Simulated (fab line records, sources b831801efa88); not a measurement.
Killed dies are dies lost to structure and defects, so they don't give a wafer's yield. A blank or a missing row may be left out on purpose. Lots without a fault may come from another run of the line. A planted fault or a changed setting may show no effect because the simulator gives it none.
A struck lot beside a sound one | flow sky130 | 43 steps out of a route of 708
Sound: wafers L295.4, L295.5, L295.6. Struck: wafers L303.3, L303.5, L303.6. The cause comes at the end.
At each step with rows: each side's tool, then ch and its chambers, then its first start. Under that, the readings that differ: sound wafers | struck wafers | difference of the means | sigmas: that difference in standard deviations of wafers without a fault.
alike: readings whose means differ by less than 2 such deviations, and words and numbers that are the same on both sides. not compared: withheld readings, readings that some wafer has no value for, bounds like >300 that may hide the same value, and numbers for which the record gives no deviation and whose values overlap.
The two part at a step that has a row with sigmas, a row that says differs or no value, or rows on one side only. Numbers that don't overlap but have no deviation are shown without sigmas and don't part them. A reading that every wafer of one side lacks parts them only if that side has two wafers or more.

first, 3 steps without rows for these wafers: SKY_SONOS_TUNNEL_EXPOSE_04 (exposes mask TUNM, target cd 410 nm); SKY_SONOS_TUNNEL_PEB_05; SKY_SONOS_TUNNEL_DEVELOP_06 (develop time 60 s).
SKY_SONOS_TUNNEL_CD_MEAS_07: target cd 410 nm.
  sound on cd_sem-01, day 12 01:10; struck on cd_sem-02, day 14 15:17
  alike: cd_nm
SKY_SONOS_TUNNEL_OVL_MEAS_08:
  sound on overlay-02, day 12 01:14; struck on overlay-02, day 14 15:22
  alike: SONOS_TUNNEL_OVL
then, 3 steps without rows for these wafers: SKY_SONOS_TUNNEL_IMPLANT_09; SKY_SONOS_TUNNEL_WET_ETCH_10 (etches SiO2 in dHF, target depth 14 nm, time 280 s); SKY_SONOS_TUNNEL_STRIP_11 (strips in SPM, time 600 s).
SKY_SONOS_TUNNEL_TW_MEAS_12:
  sound on film_metro-02, day 12 01:42; struck on film_metro-02, day 14 15:50
  alike: SONOS_TUNNEL_TW
then, 2 steps without rows for these wafers: SKY_SONOS_TUNNEL_CLEAN_13 (cleans in dHF, time 20 s); SKY_SONOS_ONO_OXIDATION_00 (stabilise 600 s, purge 300 s, target thk 2.6 nm).
SKY_SONOS_ONO_THK_MEAS_01:
  sound on film_metro-04, day 12 03:26; struck on film_metro-01, day 14 20:13
  alike: SONOS_ONO_OXIDATION_THK
SKY_SONOS_ONO_CVD_02: deposits Si3N4 from DCS/NH3, target thk 10.5 nm, time 180 s.
  sound on lpcvd-02 ch 0, day 12 05:55; struck on lpcvd-02 ch 0, day 15 02:28
  alike: zone_power_centre_pct
SKY_SONOS_ONO_THK_MEAS_03:
  sound on film_metro-01, day 12 06:59; struck on film_metro-01, day 15 03:32
  alike: SONOS_ONO_CVD_02_THK
then, 1 step without rows for these wafers: SKY_SONOS_ONO_CVD_04 (deposits SiO2 from SiH4/N2O, target thk 5.7199 nm).
SKY_SONOS_ONO_THK_MEAS_05:
  sound on film_metro-01, day 12 08:18; struck on film_metro-02, day 15 05:28
  alike: SONOS_ONO_CVD_04_THK
then, 7 steps without rows for these wafers: SKY_SONOS_ONO_DEHYDRATE_06 (time 60 s); SKY_SONOS_ONO_HMDS_07 (prime time 60 s); SKY_SONOS_ONO_COAT_08 (resist thk 1140 nm); SKY_SONOS_ONO_SOFTBAKE_09 (time 60 s); SKY_SONOS_ONO_EXPOSE_10 (exposes mask ONOM, target cd 410 nm); SKY_SONOS_ONO_PEB_11; SKY_SONOS_ONO_DEVELOP_12 (develop time 60 s).
SKY_SONOS_ONO_CD_MEAS_13: target cd 410 nm.
  sound on cd_sem-02, day 13 09:02; struck on cd_sem-01, day 16 08:55
  alike: cd_nm
SKY_SONOS_ONO_OVL_MEAS_14:
  sound on overlay-01, day 13 09:07; struck on overlay-01, day 16 09:01
  reading            | sound          | struck       | difference | sigmas
  SONOS_ONO_OVL (nm) | -1.3 -3.1 -2.4 | 1.4 0.7 -0.8 | +2.7       | +2
SKY_SONOS_ONO_ETCH_15: etches the open film in CHF3/O2, target depth 19.52 nm, time 7.8 s.
  sound on rie_diel-04 ch 0,2,3, day 13 09:08; struck on rie_diel-04 ch 0,2,3, day 16 09:02
  alike: drypump_motor_current_A, oes_product_au, throttle_valve_pct
  not compared: rf_hours_counter_h
then, 1 step without rows for these wafers: SKY_SONOS_ONO_WET_ETCH_16 (etches SiO2 in dHF, target depth 14 nm, time 280 s).
SKY_SONOS_ONO_STRIP_17: strips in O2/N2.
  sound on plasma_asher-03 ch 0,1, day 13 09:16; struck on plasma_asher-01 ch 0,1, day 16 09:10
  alike: drypump_motor_current_A, n2_flow_sccm, oes_product_au, strip_time_to_endpoint_s
  not compared: rf_hours_counter_h
then, 3 steps without rows for these wafers: SKY_SONOS_ONO_WET_ETCH_18 (etches Si3N4 in H3PO4, target depth 15 nm, time 172 s); SKY_GATE_OXIDE_CLEAN_00 (cleans in SC1/SC2, time 150 s); SKY_GATE_OXIDE_OXIDATION_01 (stabilise 600 s, purge 300 s, target thk 10.268 nm).
SKY_GATE_OXIDE_THK_MEAS_02:
  sound on film_metro-02, day 13 11:49; struck on film_metro-03, day 16 12:07
  alike: GATE_OXIDE_OXIDATION_00_THK
then, 7 steps without rows for these wafers: SKY_GATE_OXIDE_DEHYDRATE_03 (time 60 s); SKY_GATE_OXIDE_HMDS_04 (prime time 60 s); SKY_GATE_OXIDE_COAT_05 (resist thk 1140 nm); SKY_GATE_OXIDE_SOFTBAKE_06 (time 60 s); SKY_GATE_OXIDE_EXPOSE_07 (exposes mask LVOM, target cd 600 nm); SKY_GATE_OXIDE_PEB_08; SKY_GATE_OXIDE_DEVELOP_09 (develop time 60 s).
SKY_GATE_OXIDE_OVL_MEAS_10:
  sound on overlay-02, day 14 13:52; struck on overlay-01, day 17 16:30
  alike: GATE_OXIDE_OVL
then, 2 steps without rows for these wafers: SKY_GATE_OXIDE_IMPLANT_11; SKY_GATE_OXIDE_WET_ETCH_12 (etches SiO2 in dHF, target depth 16.8 nm, time 336 s).
-- the record jumps here: 31 days lie between the struck wafers' starts before and after (it left off in module GATE_OXIDE and takes up again in module PAD_OPEN, whose first step shown is number 708 of the route) --
SKY_PAD_OPEN_PROBE_99:
  the record has rows for the struck wafers here (prober-02, day 48 17:51) and none for the sound ones

WHERE THEY PART
First at SKY_SONOS_ONO_OVL_MEAS_14; last, within this record, at SKY_PAD_OPEN_PROBE_99.

WHY: what the simulator had put in
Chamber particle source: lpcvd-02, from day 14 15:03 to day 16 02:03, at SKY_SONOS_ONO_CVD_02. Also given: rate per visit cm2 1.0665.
